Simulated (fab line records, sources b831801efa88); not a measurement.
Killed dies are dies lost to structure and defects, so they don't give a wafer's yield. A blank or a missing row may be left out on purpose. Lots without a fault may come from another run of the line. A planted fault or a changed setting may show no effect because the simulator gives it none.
Which tool did it? | flow gf180mcu | 6 lots, 18 wafers sampled, at 3 steps of a route of 602

WHAT THE GAUGES READ, wafer by wafer
GF_CONTACT_OVL_MEAS_15.
lot  | measured     | on         | CONTACT_OVL (nm)
L399 | day 17 09:43 | overlay-02 | -13 -7 -6
L401 | day 18 03:55 | overlay-01 | -2 -5 0
L404 | day 19 12:52 | overlay-02 | 3 7 2
L408 | day 20 17:46 | overlay-01 | 2 -3 1
L411 | day 21 20:40 | overlay-02 | -5 0 1
L414 | day 23 00:52 | overlay-02 | -8 3

WHICH TOOL RAN EACH LOT (tool, then ch and the chambers of the sampled wafers, then the start)
lot  | GF_POLY_GATE_ETCH_13             | GF_POLY_GATE_STRIP_14
L399 | rie_si-01 ch 0,2,3, day 10 07:12 | plasma_asher-04 ch 0,1, day 10 07:16
L401 | rie_si-02 ch 0,1,3, day 10 22:11 | plasma_asher-02 ch 0,1, day 10 22:14
L404 | rie_si-02 ch 1,2,3, day 11 23:59 | plasma_asher-02 ch 0,1, day 12 00:03
L408 | rie_si-01 ch 0,1,3, day 13 01:53 | plasma_asher-02 ch 0,1, day 13 01:57
L411 | rie_si-02 ch 0,1,2, day 14 00:05 | plasma_asher-01 ch 0,1, day 14 00:09
L414 | rie_si-01 ch 0,1,3, day 14 21:32 | plasma_asher-02 ch 0,1, day 14 21:37
- GF_POLY_GATE_ETCH_13: etches poly-Si in HBr/Cl2, stops on SiO2, target depth 198.5 nm, time 69.6 s.
- GF_POLY_GATE_STRIP_14: strips in O2/N2.

THE ANSWER, worked out from the rows above alone
Rule: what is usual is taken from the lots themselves. Put in order of their means at a reading, lots are off if they are a third of the lots or fewer, leave a main group of 4 or more, and stand apart from it by a gap of 3 or more times the standard deviation of the main group's means; of several such gaps the widest counts. A main group whose means are all the same, to the digits that the tables above print for the reading, isn't used. A lot without any number at a reading at which 4 lots or more have one is off too. The other lots that the step has rows for count as sound.
No lot is off at any reading shown: from this, nothing can be told.

WHAT THE SIMULATOR HAD PUT IN
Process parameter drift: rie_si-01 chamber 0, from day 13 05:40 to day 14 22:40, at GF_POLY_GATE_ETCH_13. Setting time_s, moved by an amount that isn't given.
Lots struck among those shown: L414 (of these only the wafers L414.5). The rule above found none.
